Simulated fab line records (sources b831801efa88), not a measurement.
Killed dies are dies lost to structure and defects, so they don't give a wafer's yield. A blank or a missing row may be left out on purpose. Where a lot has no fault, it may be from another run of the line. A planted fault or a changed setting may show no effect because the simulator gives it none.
fab line records	flow gf180mcu	part 1 of 2: steps 1 to 26 of 37
record lots=5	wafers=15	lastDay=34
route steps=602 shown HV_LDD@226 NSD@235 PSD@248
lots untouched by any fault: they come from a run of this same line in which no faults occurred
startH: the number of hours between the record's first day and the start of the first shown wafer of the lot	waitH: how many hours have passed since the lot's step before this one	" same as the row above	L1.1+2: a single row standing in for several wafers	- no value, or no start given	* or withheld: withheld	< > ~ a bound
route shown NAME@n: a module of which the file shows steps, and the number in the route of the first	usual: mean and standard deviation over wafers with no fault	same: alike in all rows	chamber/n: place in a boat	sites: each site's reading	_std_site: standard deviation across them	_edge_site: inner sites' mean taken away from outer sites' mean	radiusMm: how far each site lies from the wafer's centre	mask NAME#n: copy n	behind: the last tool/chamber to shape the wafer	hold: the reason the lot was held/the length of the hold in hours/how it ended	device: names the non-switching transistor (n, p or np)	end of line: at the end of the route, the tests of the same wafers	a step without rows: its recipe alone	killed: at the first sort, the dies lost to defects and structure; wafer yield is something else	map: per-die view of a wafer (x killed, . not killed, _ where there is no die)
set.NAME: the run value of the setting; set.NAME@STEP: its run value at that earlier step	model.NAME: the simulator's own value behind a step, which no gauge read
certain route steps with their lots: each step a table, each wafer a row
services: from which hour (startH, from the record's first day; less than 0 if before it) a tool's chamber was out of use, for how many hours, and why
## steps
# step GF_HV_LDD_TW_MEAS_50
# usual HV_LDD_4_TW=570/4.6
lot.wafer	tool	chamber	startH	waitH	HV_LDD_4_TW
L076.3	filmMetro-02	-	285.37	0.1	568
L076.5	"	-	"	"	569
L076.6	"	-	"	"	568
L085.1	filmMetro-03	-	365.64	0.1	568
L085.5	"	-	"	"	571
L085.6	"	-	"	"	569
L087.2	filmMetro-03	-	383.21	0.1	570
L087.3	"	-	"	"	569
L087.4	"	-	"	"	572
L091.1	filmMetro-04	-	418.70	0.1	570
L091.3	"	-	"	"	571
L091.4	"	-	"	"	573
L097.1	filmMetro-02	-	455.83	0.1	575
L097.4	"	-	"	"	573
L097.5	"	-	"	"	574
# step GF_HV_LDD_CLEAN_51
# recipe chemistry=SC1/SC2	mix=1:4:20	tempC=70	timeS=150	dry=n2Spin
lot.wafer	tool	chamber	startH	waitH
L076.3+5+6	wetBench-04	3	285.41	0.0
L085.1+5+6	wetBench-02	3	365.70	0.1
L087.2+3+4	wetBench-04	1	383.26	0.0
L091.1+3+4	wetBench-04	0	418.76	0.1
L097.1+4+5	wetBench-04	3	455.89	0.1
# step GF_HV_LDD_RTA_52
# recipe tempC=1000	timeS=10	ambient=N2
# usual lampPowerPct=34.1/1.1	wafer_temp_C_max=1003.8/1.3
lot.wafer	tool	chamber	startH	waitH	lampPowerPct	wafer_temp_C_max
L076.3	rtpAnneal-02	0	285.50	0.0	35.2	1003.5
L076.5	"	0	"	"	35.2	1003.2
L076.6	"	0	"	"	35.2	1001.9
L085.1	rtpAnneal-02	0	365.75	0.0	35.2	1003.9
L085.5	"	0	"	"	35.2	1002.5
L085.6	"	0	"	"	35.2	1002.9
L087.2	rtpAnneal-02	0	383.32	0.0	35.2	1003.2
L087.3	"	0	"	"	35.2	1002.6
L087.4	"	0	"	"	35.2	1003.7
L091.1	rtpAnneal-01	0	418.81	0.0	33.0	1004.7
L091.3	"	0	"	"	33.0	1004.4
L091.4	"	0	"	"	33.0	1005.8
L097.1	rtpAnneal-01	0	455.94	0.0	33.0	1003.3
L097.4	"	0	"	"	32.9	1006.1
L097.5	"	0	"	"	33.0	1004.5
# step GF_HV_LDD_RS_MEAS_53
# recipe thkMeasGauge=four-point-probe
# usual HV_LDD_RS=418.2/0.98
lot.wafer	tool	chamber	startH	waitH	HV_LDD_RS[ohm/sq]
L076.3	filmMetro-03	-	285.63	0.1	418.3
L076.5	"	-	"	"	418.8
L076.6	"	-	"	"	419.3
L085.1	filmMetro-02	-	365.81	0.1	417.9
L085.5	"	-	"	"	418.2
L085.6	"	-	"	"	419.1
L087.2	filmMetro-03	-	383.40	0.1	418.6
L087.3	"	-	"	"	418.1
L087.4	"	-	"	"	418.5
L091.1	filmMetro-02	-	418.95	0.1	417.8
L091.3	"	-	"	"	418.7
L091.4	"	-	"	"	418.2
L097.1	filmMetro-04	-	456.01	0.1	418.4
L097.4	"	-	"	"	418.7
L097.5	"	-	"	"	419.4
# step GF_HV_LDD_CVD_54
# recipe material=SiO2	targetThkNm=10	precursor=TEOS	tempC=680	timeS=75	pressureMtorr=400
# usual spikeTcCentreC=680.8/0.89
lot.wafer	tool	chamber	startH	waitH	spikeTcCentreC
L076.3	lpcvd-01	1	285.71	0.1	680.4
L076.5	"	1	"	"	682.2
L076.6	"	1	"	"	680.7
L085.1	lpcvd-02	0	365.93	0.1	680.1
L085.5	"	0	"	"	681.1
L085.6	"	0	"	"	683.1
L087.2	lpcvd-02	1	383.50	0.1	681.9
L087.3	"	1	"	"	679.7
L087.4	"	1	"	"	680.6
L091.1	lpcvd-02	1	419.07	0.1	681.7
L091.3	"	1	"	"	680.0
L091.4	"	1	"	"	680.9
L097.1	lpcvd-01	0	456.13	0.1	681.7
L097.4	"	0	"	"	680.9
L097.5	"	0	"	"	681.4
# step GF_HV_LDD_THK_MEAS_55
# recipe reads=SiO2_of_HV_LDD_CVD_54
# usual HV_LDD_CVD_54_THK=10.05/0.12
lot.wafer	tool	chamber	startH	waitH	HV_LDD_CVD_54_THK[nm]
L076.3	filmMetro-04	-	287.26	0.0	10.13
L076.5	"	-	"	"	10.03
L076.6	"	-	"	"	10.20
L085.1	filmMetro-04	-	366.95	0.0	9.97
L085.5	"	-	"	"	9.92
L085.6	"	-	"	"	9.91
L087.2	filmMetro-04	-	384.53	0.0	10.16
L087.3	"	-	"	"	10.17
L087.4	"	-	"	"	10.18
L091.1	filmMetro-03	-	420.09	0.0	10.03
L091.3	"	-	"	"	10.15
L091.4	"	-	"	"	10.17
L097.1	filmMetro-03	-	457.15	0.0	10.11
L097.4	"	-	"	"	9.96
L097.5	"	-	"	"	9.96
# step GF_HV_LDD_CVD_56
# recipe material=Si3N4	precursor=DCS/NH3	targetThkNm=90	tempC=770	timeS=1543	pressureMtorr=250
# usual spikeTcCentreC=770.6/1
lot.wafer	tool	chamber	startH	waitH	spikeTcCentreC
L076.3	lpcvd-01	0	287.30	0.0	771.7
L076.5	"	0	"	"	770.1
L076.6	"	0	"	"	769.8
L085.1	lpcvd-01	1	367.01	0.1	770.8
L085.5	"	1	"	"	769.9
L085.6	"	1	"	"	769.9
L087.2	lpcvd-01	1	384.58	0.0	771.6
L087.3	"	1	"	"	770.4
L087.4	"	1	"	"	771.1
L091.1	lpcvd-01	0	420.15	0.1	771.0
L091.3	"	0	"	"	769.3
L091.4	"	0	"	"	771.8
L097.1	lpcvd-01	0	457.21	0.1	768.3
L097.4	"	0	"	"	770.5
L097.5	"	0	"	"	772.1
# step GF_HV_LDD_THK_MEAS_57
# recipe reads=Si3N4_of_HV_LDD_CVD_56
# usual HV_LDD_CVD_56_THK=89.8/0.91
lot.wafer	tool	chamber	startH	waitH	HV_LDD_CVD_56_THK[nm]
L076.3	filmMetro-04	-	289.47	0.0	89.4
L076.5	"	-	"	"	89.3
L076.6	"	-	"	"	89.6
L085.1	filmMetro-02	-	369.16	0.0	90.3
L085.5	"	-	"	"	89.6
L085.6	"	-	"	"	90.8
L087.2	filmMetro-04	-	386.01	0.0	91.1
L087.3	"	-	"	"	90.6
L087.4	"	-	"	"	91.1
L091.1	filmMetro-04	-	421.58	0.0	90.2
L091.3	"	-	"	"	90.9
L091.4	"	-	"	"	90.7
L097.1	filmMetro-03	-	458.64	0.0	90.2
L097.4	"	-	"	"	89.8
L097.5	"	-	"	"	90.0
# step GF_HV_LDD_ETCHBACK_58
# recipe chemistry=CH3F/O2	target=Si3N4	stopOn=SiO2	sourceW=400	biasW=80	pressureMtorr=25	ch3fFlowSccm=40	O2_flow_sccm=30	timeS=100	targetDepthA=900
# usual biasW=79.99/0.25	drypumpMotorCurrentA=5.7/0.54	oesProductAu=0.843/0.0069	throttleValvePct=10.560/0.0087
lot.wafer	tool	chamber	startH	waitH	biasW	drypumpMotorCurrentA	oesProductAu	rfHoursCounterH	throttleValvePct
L076.3	rieDiel-04	0	289.51	0.0	80.20	5.8	0.841	86	10.556
L076.5	"	0	"	"	79.96	5.8	0.838	-	10.548
L076.6	"	3	"	"	79.95	4.9	0.848	-	10.573
L085.1	rieDiel-01	0	369.22	0.1	79.53	4.9	0.845	1	10.555
L085.5	"	2	"	"	80.27	5.7	0.842	-	10.540
L085.6	"	1	"	"	79.75	6.6	0.853	-	10.561
L087.2	rieDiel-03	1	386.06	0.0	79.90	5.5	0.855	5	10.545
L087.3	"	0	"	"	80.52	5.1	0.840	48	10.550
L087.4	"	2	"	"	79.85	5.6	0.846	9	10.555
L091.1	rieDiel-04	0	421.64	0.1	79.77	5.8	0.843	90	10.568
L091.3	"	1	"	"	79.92	6.0	0.849	2	10.560
L091.4	"	2	"	"	80.38	6.3	0.851	5	10.557
L097.1	rieDiel-01	3	458.70	0.1	80.13	5.6	0.848	4	10.554
L097.4	"	1	"	"	79.88	6.6	0.842	60	10.562
L097.5	"	0	"	"	79.98	4.9	0.837	-	10.568
# step GF_NSD_DEHYDRATE_00
# recipe tempC=200	timeS=60
# usual exhaustPa=45.0/0.92
lot.wafer	tool	chamber	startH	waitH	exhaustPa
L076.3	lithoTrack-02	0	298.73	9.2	45.9
L076.5	"	0	"	"	44.3
L076.6	"	0	"	"	44.3
L085.1	lithoTrack-03	0	379.91	10.7	45.8
L085.5	"	0	"	"	44.5
L085.6	"	0	"	"	44.4
L087.2	lithoTrack-02	0	397.20	11.1	43.8
L087.3	"	0	"	"	43.5
L087.4	"	0	"	"	43.5
L091.1	lithoTrack-03	0	432.86	11.2	44.7
L091.3	"	0	"	"	47.2
L091.4	"	0	"	"	45.1
L097.1	lithoTrack-03	0	470.56	11.8	44.3
L097.4	"	0	"	"	44.7
L097.5	"	0	"	"	44.4
# step GF_NSD_HMDS_01
# recipe primeTimeS=60	primeTempC=120
# usual exhaustPa=44.9/0.87
lot.wafer	tool	chamber	startH	waitH	exhaustPa
L076.3	lithoTrack-02	0	298.88	0.1	45.5
L076.5	"	0	"	"	46.0
L076.6	"	0	"	"	45.3
L085.1	lithoTrack-03	0	380.06	0.1	45.8
L085.5	"	0	"	"	45.3
L085.6	"	0	"	"	46.0
L087.2	lithoTrack-02	0	397.35	0.1	43.6
L087.3	"	0	"	"	44.5
L087.4	"	0	"	"	45.1
L091.1	lithoTrack-03	0	433.01	0.1	46.6
L091.3	"	0	"	"	46.1
L091.4	"	0	"	"	44.6
L097.1	lithoTrack-03	0	470.71	0.1	44.0
L097.4	"	0	"	"	43.1
L097.5	"	0	"	"	43.7
# step GF_NSD_COAT_02
# recipe resist=NOVOLAK	spinRpm=3000	resistThkNm=1000
# usual exhaustPa=45.3/0.88
lot.wafer	tool	chamber	startH	waitH	exhaustPa
L076.3	lithoTrack-02	0	299.03	0.1	44.1
L076.5	"	0	"	"	45.5
L076.6	"	0	"	"	45.0
L085.1	lithoTrack-03	0	380.21	0.1	44.4
L085.5	"	0	"	"	45.1
L085.6	"	0	"	"	44.6
L087.2	lithoTrack-02	0	397.50	0.1	46.5
L087.3	"	0	"	"	45.8
L087.4	"	0	"	"	44.8
L091.1	lithoTrack-03	0	433.16	0.1	44.8
L091.3	"	0	"	"	43.5
L091.4	"	0	"	"	43.6
L097.1	lithoTrack-03	0	470.86	0.1	46.2
L097.4	"	0	"	"	46.1
L097.5	"	0	"	"	45.8
# step GF_NSD_SOFTBAKE_03
# recipe tempC=90	timeS=60	resist=NOVOLAK
# usual exhaustPa=45.0/0.98
lot.wafer	tool	chamber	startH	waitH	exhaustPa
L076.3	lithoTrack-02	0	299.18	0.1	46.2
L076.5	"	0	"	"	44.9
L076.6	"	0	"	"	44.2
L085.1	lithoTrack-03	0	380.36	0.1	44.5
L085.5	"	0	"	"	45.2
L085.6	"	0	"	"	44.7
L087.2	lithoTrack-02	0	397.65	0.1	44.1
L087.3	"	0	"	"	44.8
L087.4	"	0	"	"	45.5
L091.1	lithoTrack-03	0	433.31	0.1	46.2
L091.3	"	0	"	"	45.5
L091.4	"	0	"	"	46.2
L097.1	lithoTrack-03	0	471.01	0.1	45.2
L097.4	"	0	"	"	44.9
L097.5	"	0	"	"	44.1
# step GF_NSD_EXPOSE_04
# recipe maskId=Nplus	targetCdNm=400	na=0.6	sourceShape=conventional	sigmaOuter=0.6	doseMj=140
lot.wafer	tool	chamber	startH	waitH	mask
L076.3+5+6	ilineStepper-01	0	-	-	Nplus#0
L085.1+5+6	ilineStepper-02	0	-	-	Nplus#0
L087.2+3+4	ilineStepper-02	0	-	-	Nplus#0
L091.1+3+4	ilineStepper-01	0	-	-	Nplus#0
L097.1+4+5	ilineStepper-02	0	-	-	Nplus#0
# step GF_NSD_PEB_05
# recipe tempC=withheld	timeS=*	resist=NOVOLAK
# usual exhaustPa=45.2/0.85
lot.wafer	tool	chamber	startH	waitH	exhaustPa
L076.3	lithoTrack-03	0	-	-	44.8
L076.5	"	0	"	"	45.6
L076.6	"	0	"	"	43.7
L085.1	lithoTrack-03	0	-	-	44.7
L085.5	"	0	"	"	45.5
L085.6	"	0	"	"	45.6
L087.2	lithoTrack-02	0	-	-	44.3
L087.3	"	0	"	"	45.7
L087.4	"	0	"	"	45.9
L091.1	lithoTrack-03	0	-	-	45.8
L091.3	"	0	"	"	44.1
L091.4	"	0	"	"	44.9
L097.1	lithoTrack-04	0	-	-	45.4
L097.4	"	0	"	"	44.9
L097.5	"	0	"	"	45.4
# step GF_NSD_DEVELOP_06
# recipe developTimeS=60	devTempC=23
# usual exhaustPa=45.2/0.84
lot.wafer	tool	chamber	startH	waitH	exhaustPa
L076.3	lithoTrack-03	0	309.61	0.1	46.1
L076.5	"	0	"	"	46.3
L076.6	"	0	"	"	45.4
L085.1	lithoTrack-03	0	391.21	0.1	46.6
L085.5	"	0	"	"	45.3
L085.6	"	0	"	"	45.3
L087.2	lithoTrack-02	0	408.85	0.1	45.7
L087.3	"	0	"	"	45.7
L087.4	"	0	"	"	45.3
L091.1	lithoTrack-03	0	445.61	0.1	44.9
L091.3	"	0	"	"	46.5
L091.4	"	0	"	"	45.1
L097.1	lithoTrack-04	0	482.34	0.1	46.0
L097.4	"	0	"	"	46.0
L097.5	"	0	"	"	45.7
# step GF_NSD_CD_MEAS_07
# recipe targetCdNm=400
# usual cdNm=400.2/1.9
lot.wafer	tool	chamber	startH	waitH	cdNm
L076.3	cdSem-01	-	309.75	0.1	401.2
L076.5	"	-	"	"	401.3
L076.6	"	-	"	"	399.8
L085.1	cdSem-02	-	391.36	0.1	399.6
L085.5	"	-	"	"	399.4
L085.6	"	-	"	"	400.1
L087.2	cdSem-01	-	409.00	0.1	400.8
L087.3	"	-	"	"	400.2
L087.4	"	-	"	"	401.3
L091.1	cdSem-01	-	445.76	0.1	397.2
L091.3	"	-	"	"	398.0
L091.4	"	-	"	"	402.0
L097.1	cdSem-01	-	482.49	0.1	402.3
L097.4	"	-	"	"	402.9
L097.5	"	-	"	"	401.4
# step GF_NSD_OVL_MEAS_08
# usual NSD_OVL=-0.1/1.4
lot.wafer	tool	chamber	startH	waitH	NSD_OVL[nm]
L076.3	overlay-02	-	309.84	0.1	0.7
L076.5	"	-	"	"	-0.8
L076.6	"	-	"	"	-1.2
L085.1	overlay-01	-	391.48	0.1	-1.4
L085.5	"	-	"	"	-1.3
L085.6	"	-	"	"	-1.2
L087.2	overlay-01	-	409.10	0.1	2.3
L087.3	"	-	"	"	0.7
L087.4	"	-	"	"	1.2
L091.1	overlay-02	-	445.88	0.1	0.3
L091.3	"	-	"	"	-0.2
L091.4	"	-	"	"	-0.6
L097.1	overlay-01	-	482.61	0.1	0.1
L097.4	"	-	"	"	1.0
L097.5	"	-	"	"	1.7
# step GF_NSD_IMPLANT_09
# recipe species=As	energyKev=60	doseCm2=4e+15	tiltDeg=7
# usual faradayCurrentUA=12422/300
lot.wafer	tool	chamber	startH	waitH	faradayCurrentUA
L076.3	implanter-02	0	309.92	0.1	12818
L076.5	"	0	"	"	12304
L076.6	"	0	"	"	12974
L085.1	implanter-01	0	391.51	0.0	12430
L085.5	"	0	"	"	12228
L085.6	"	0	"	"	12557
L087.2	implanter-01	0	409.16	0.0	12422
L087.3	"	0	"	"	12728
L087.4	"	0	"	"	12281
L091.1	implanter-01	0	445.91	0.0	12970
L091.3	"	0	"	"	12473
L091.4	"	0	"	"	12586
L097.1	implanter-04	0	482.65	0.0	12096
L097.4	"	0	"	"	12229
L097.5	"	0	"	"	12334
# step GF_NSD_IMPLANT_10
# recipe species=P	energyKev=40	doseCm2=5e+14	tiltDeg=7
# usual faradayCurrentUA=2793/52
lot.wafer	tool	chamber	startH	waitH	faradayCurrentUA
L076.3	implanter-02	0	310.07	0.1	2756
L076.5	"	0	"	"	2715
L076.6	"	0	"	"	2884
L085.1	implanter-01	0	391.66	0.1	2813
L085.5	"	0	"	"	2761
L085.6	"	0	"	"	2814
L087.2	implanter-01	0	409.31	0.1	2783
L087.3	"	0	"	"	2774
L087.4	"	0	"	"	2797
L091.1	implanter-01	0	446.06	0.1	2724
L091.3	"	0	"	"	2776
L091.4	"	0	"	"	2722
L097.1	implanter-04	0	482.80	0.1	2823
L097.4	"	0	"	"	2708
L097.5	"	0	"	"	2784
# step GF_NSD_STRIP_11
# recipe chemistry=O2/N2	powerW=1400	pressureMtorr=1500	platenTempC=250	o2FlowSccm=3000	n2FlowSccm=300	overashFraction=0.5
# usual drypumpMotorCurrentA=6.16/0.25	heaterPowerW=342/34	oesProductAu=0.487/0.0051	stripTimeToEndpointS=22.95/0.033
lot.wafer	tool	chamber	startH	waitH	drypumpMotorCurrentA	heaterPowerW	oesProductAu	rfHoursCounterH	stripTimeToEndpointS
L076.3	plasmaAsher-03	1	310.20	0.1	6.42	276	0.481	-	22.95
L076.5	"	0	"	"	6.15	330	0.489	-	22.96
L076.6	"	1	"	"	6.42	278	0.482	-	23.01
L085.1	plasmaAsher-02	0	391.81	0.1	6.13	355	0.491	25	22.94
L085.5	"	0	"	"	6.12	360	0.487	-	22.92
L085.6	"	1	"	"	6.37	383	0.474	-	22.96
L087.2	plasmaAsher-02	0	409.43	0.1	6.16	360	0.487	27	22.91
L087.3	"	0	"	"	6.12	364	0.492	-	22.93
L087.4	"	1	"	"	6.34	370	0.485	-	22.95
L091.1	plasmaAsher-02	1	446.21	0.1	6.35	384	0.495	31	22.96
L091.3	"	0	"	"	6.11	355	0.489	-	22.98
L091.4	"	1	"	"	6.31	385	0.485	-	22.96
L097.1	plasmaAsher-02	1	482.95	0.1	6.36	378	0.484	34	22.88
L097.4	"	0	"	"	6.10	360	0.483	-	22.94
L097.5	"	1	"	"	6.36	388	0.491	-	22.90
# step GF_NSD_TW_MEAS_12
# usual NSD_TW=4302/53
lot.wafer	tool	chamber	startH	waitH	NSD_TW
L076.3	filmMetro-03	-	310.29	0.1	4248
L076.5	"	-	"	"	4226
L076.6	"	-	"	"	4229
L085.1	filmMetro-03	-	391.91	0.1	4277
L085.5	"	-	"	"	4253
L085.6	"	-	"	"	4258
L087.2	filmMetro-01	-	409.54	0.1	4335
L087.3	"	-	"	"	4346
L087.4	"	-	"	"	4357
L091.1	filmMetro-02	-	446.31	0.1	4263
L091.3	"	-	"	"	4258
L091.4	"	-	"	"	4280
L097.1	filmMetro-02	-	483.05	0.1	4272
L097.4	"	-	"	"	4270
L097.5	"	-	"	"	4249
# step GF_PSD_DEHYDRATE_00
# recipe tempC=200	timeS=60
# usual exhaustPa=44.9/0.94
lot.wafer	tool	chamber	startH	waitH	exhaustPa
L076.3	lithoTrack-04	0	319.64	9.3	43.6
L076.5	"	0	"	"	43.7
L076.6	"	0	"	"	44.5
L085.1	lithoTrack-04	0	402.84	10.9	45.7
L085.5	"	0	"	"	46.1
L085.6	"	0	"	"	46.0
L087.2	lithoTrack-03	0	420.88	11.3	45.6
L087.3	"	0	"	"	45.2
L087.4	"	0	"	"	45.3
L091.1	lithoTrack-01	0	457.44	11.1	46.4
L091.3	"	0	"	"	46.4
L091.4	"	0	"	"	46.5
L097.1	lithoTrack-01	0	494.74	11.7	45.5
L097.4	"	0	"	"	45.6
L097.5	"	0	"	"	46.5
# step GF_PSD_HMDS_01
# recipe primeTimeS=60	primeTempC=120
# usual exhaustPa=45.2/0.89
lot.wafer	tool	chamber	startH	waitH	exhaustPa
L076.3	lithoTrack-04	0	319.79	0.1	45.5
L076.5	"	0	"	"	45.5
L076.6	"	0	"	"	43.8
L085.1	lithoTrack-04	0	402.99	0.1	44.2
L085.5	"	0	"	"	46.5
L085.6	"	0	"	"	45.2
L087.2	lithoTrack-03	0	421.03	0.1	45.1
L087.3	"	0	"	"	46.3
L087.4	"	0	"	"	44.7
L091.1	lithoTrack-01	0	457.59	0.1	44.8
L091.3	"	0	"	"	44.2
L091.4	"	0	"	"	46.5
L097.1	lithoTrack-01	0	494.89	0.1	44.6
L097.4	"	0	"	"	44.1
L097.5	"	0	"	"	45.6
# step GF_PSD_COAT_02
# recipe resist=NOVOLAK	spinRpm=3000	resistThkNm=1000
# usual exhaustPa=44.9/0.99
lot.wafer	tool	chamber	startH	waitH	exhaustPa
L076.3	lithoTrack-04	0	319.94	0.1	45.8
L076.5	"	0	"	"	45.1
L076.6	"	0	"	"	45.8
L085.1	lithoTrack-04	0	403.14	0.1	44.6
L085.5	"	0	"	"	44.3
L085.6	"	0	"	"	45.7
L087.2	lithoTrack-03	0	421.18	0.1	44.9
L087.3	"	0	"	"	46.0
L087.4	"	0	"	"	44.4
L091.1	lithoTrack-01	0	457.74	0.1	44.8
L091.3	"	0	"	"	45.2
L091.4	"	0	"	"	45.5
L097.1	lithoTrack-01	0	495.04	0.1	44.1
L097.4	"	0	"	"	43.7
L097.5	"	0	"	"	44.2
# step GF_PSD_SOFTBAKE_03
# recipe tempC=90	timeS=60	resist=NOVOLAK
# usual exhaustPa=44.8/0.9
lot.wafer	tool	chamber	startH	waitH	exhaustPa
L076.3	lithoTrack-04	0	320.09	0.1	45.3
L076.5	"	0	"	"	44.6
L076.6	"	0	"	"	44.9
L085.1	lithoTrack-04	0	403.29	0.1	44.9
L085.5	"	0	"	"	43.9
L085.6	"	0	"	"	46.1
L087.2	lithoTrack-03	0	421.33	0.1	44.3
L087.3	"	0	"	"	44.5
L087.4	"	0	"	"	42.8
L091.1	lithoTrack-01	0	457.89	0.1	45.2
L091.3	"	0	"	"	43.0
L091.4	"	0	"	"	44.2
L097.1	lithoTrack-01	0	495.19	0.1	45.6
L097.4	"	0	"	"	47.0
L097.5	"	0	"	"	45.6
